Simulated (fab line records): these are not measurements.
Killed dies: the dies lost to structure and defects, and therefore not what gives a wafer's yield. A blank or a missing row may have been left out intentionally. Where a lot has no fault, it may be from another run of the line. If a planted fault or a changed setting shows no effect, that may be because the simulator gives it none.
Struck lot and sound lot, side by side    flow gf180mcu    46 out of 602 route steps
Sound: these wafers, L828.2, L828.4, L828.5. Wafers L823.2, L823.3, L823.6 were the ones struck. The cause is named last.
At each step with rows: each side's tool, then ch and its chambers, then its first start. Under that, the readings that differ: sound wafers    struck wafers    difference of the means    sigmas: that difference in standard deviations of wafers without a fault.
alike: words and numbers the same on both sides, and readings whose means are apart by under 2 such deviations; not compared: readings that were withheld, readings missing a value for some wafer, numbers with overlapping values and no deviation given by the record, and bounds like >300 which may hide the same value.
The two part at a step that has a row with sigmas, a row that says differs or no value, or rows on one side only. Non-overlapping numbers with no deviation appear without sigmas and do not part them. A reading that every wafer of one side lacks parts them only if that side has two wafers or more.

first, 5 steps without rows for these wafers: GF_LVPWELL_COAT_02 (resist thk 3000 nm); GF_LVPWELL_SOFTBAKE_03; GF_LVPWELL_EXPOSE_04 (exposes mask LVPWELL, target cd 600 nm); GF_LVPWELL_PEB_05; GF_LVPWELL_DEVELOP_06 (develop time 60 s).
GF_LVPWELL_OVL_MEAS_07:
  sound: overlay-01 at day 9 01:59; struck: overlay-01 at day 7 20:57
  alike: LVPWELL_OVL
then, 2 steps without rows for these wafers: GF_LVPWELL_IMPLANT_08; GF_LVPWELL_IMPLANT_09.
GF_LVPWELL_STRIP_10: strips in O2/N2.
  sound on plasmaAsher-01 ch 0,1, day 9 02:19; struck on plasmaAsher-02 ch 0,1, day 7 21:17
  alike: drypumpMotorCurrentA, heaterPowerW, oesProductAu, stripTimeToEndpointS
  not compared: rfHoursCounterH
GF_LVPWELL_TW_MEAS_11:
  sound: filmMetro-03 at day 9 02:26; struck: filmMetro-02 at day 7 21:23
  alike: LVPWELL_TW
then, 2 steps without rows for these wafers: GF_MVSD_DEHYDRATE_00 (time 60 s); GF_MVSD_HMDS_01 (prime time 60 s).
GF_MVSD_COAT_02: resist thk 3000 nm.
  sound on lithoTrack-01 ch 0, day 9 10:55; struck on lithoTrack-02, day 8 05:04
  no value came back on the struck wafers for chillPlateTempC (C), dispensePressureKPa (kPa); on the sound wafers chillPlateTempC (C) reads 23.07 23.17 23.16
then, 4 steps without rows for these wafers: GF_MVSD_SOFTBAKE_03; GF_MVSD_EXPOSE_04 (exposes mask MVSD, target cd 1000 nm); GF_MVSD_PEB_05; GF_MVSD_DEVELOP_06 (develop time 60 s).
GF_MVSD_OVL_MEAS_07:
  sound: overlay-02 at day 9 19:39; struck: overlay-01 at day 8 13:21
reading        sound         struck  difference                     sigmas
MVSD_OVL (nm)  0.1 0.0 -0.2  - - -   no value on the struck wafers  
then, 2 steps without rows for these wafers: GF_MVSD_IMPLANT_08; GF_MVSD_IMPLANT_09.
GF_MVSD_STRIP_10: strips in O2/N2.
  sound on plasmaAsher-04 ch 0,1, day 9 19:59; struck on plasmaAsher-01 ch 0,1, day 8 13:41
  no value came back on the struck wafers for oesProductAu (a.u.), stripTimeToEndpointS (s); on the sound wafers oesProductAu (a.u.) reads 0.722 0.721 0.721
  alike: drypumpMotorCurrentA, heaterPowerW
  not compared: rfHoursCounterH
GF_MVSD_TW_MEAS_11:
  sound: filmMetro-01 at day 9 20:05; struck: filmMetro-02 at day 8 13:47
reading  sound           struck          difference  sigmas
MVSD_TW  1596 1596 1593  1544 1540 1540  -54         -2
then, 7 steps without rows for these wafers: GF_MVPSD_DEHYDRATE_00 (time 60 s); GF_MVPSD_HMDS_01 (prime time 60 s); GF_MVPSD_COAT_02 (resist thk 3000 nm); GF_MVPSD_SOFTBAKE_03; GF_MVPSD_EXPOSE_04 (exposes mask MVPSD, target cd 1000 nm); GF_MVPSD_PEB_05; GF_MVPSD_DEVELOP_06 (develop time 60 s).
GF_MVPSD_OVL_MEAS_07:
  sound: overlay-02 at day 10 14:05; struck: overlay-02 at day 9 06:30
  alike: MVPSD_OVL
then, 2 steps without rows for these wafers: GF_MVPSD_IMPLANT_08; GF_MVPSD_IMPLANT_09.
GF_MVPSD_STRIP_10: strips in O2/N2.
  sound on plasmaAsher-02 ch 0,1, day 10 14:25; struck on plasmaAsher-02 ch 0,1, day 9 06:50
  alike: drypumpMotorCurrentA, heaterPowerW, oesProductAu, stripTimeToEndpointS
  not compared: rfHoursCounterH
GF_MVPSD_TW_MEAS_11:
  sound: filmMetro-02 at day 10 14:32; struck: filmMetro-01 at day 9 06:56
reading   sound        struck          difference  sigmas
MVPSD_TW  545 543 541  1616 1616 1608  +1070       +99 or more
then, 7 steps without rows for these wafers: GF_VT_IMPLANT_DEHYDRATE_00 (time 60 s); GF_VT_IMPLANT_HMDS_01 (prime time 60 s); GF_VT_IMPLANT_COAT_02 (resist thk 1000 nm); GF_VT_IMPLANT_SOFTBAKE_03 (time 60 s); GF_VT_IMPLANT_EXPOSE_04 (exposes mask LVPWELL LV AREA, target cd 600 nm); GF_VT_IMPLANT_PEB_05; GF_VT_IMPLANT_DEVELOP_06 (develop time 60 s).
GF_VT_IMPLANT_OVL_MEAS_07:
  sound: overlay-01 at day 11 09:06; struck: overlay-02 at day 9 23:56
  alike: VT_IMPLANT_OVL
GF_VT_IMPLANT_TW_MEAS_10:
  sound: filmMetro-03 at day 11 09:23; struck: filmMetro-03 at day 10 00:14
reading        sound        struck          difference  sigmas
VT_IMPLANT_TW  557 558 552  1583 1574 1582  +1024       +99 or more
GF_VT_IMPLANT_TW_MEAS_21:
  sound: filmMetro-04 at day 12 04:23; struck: filmMetro-04 at day 10 18:50
reading          sound           struck          difference  sigmas
VT_IMPLANT_2_TW  1199 1194 1197  1753 1756 1751  +557        +46
GF_VT_IMPLANT_TW_MEAS_32:
  sound: filmMetro-01 at day 12 23:50; struck: filmMetro-01 at day 11 13:32
reading          sound              struck                difference  sigmas
VT_IMPLANT_3_TW  269.5 269.3 270.5  1590.4 1582.9 1590.4  +1318.1     +99 or more
GF_VT_IMPLANT_TW_MEAS_43:
  sound: filmMetro-01 at day 13 20:56; struck: filmMetro-01 at day 12 08:26
reading          sound        struck          difference  sigmas
VT_IMPLANT_4_TW  697 692 692  1629 1621 1624  +931        +99 or more

## WHERE THEY PART
Earliest at GF_MVSD_COAT_02; latest, in this record, at GF_VT_IMPLANT_TW_MEAS_43.

WHY: the cause the simulator had injected
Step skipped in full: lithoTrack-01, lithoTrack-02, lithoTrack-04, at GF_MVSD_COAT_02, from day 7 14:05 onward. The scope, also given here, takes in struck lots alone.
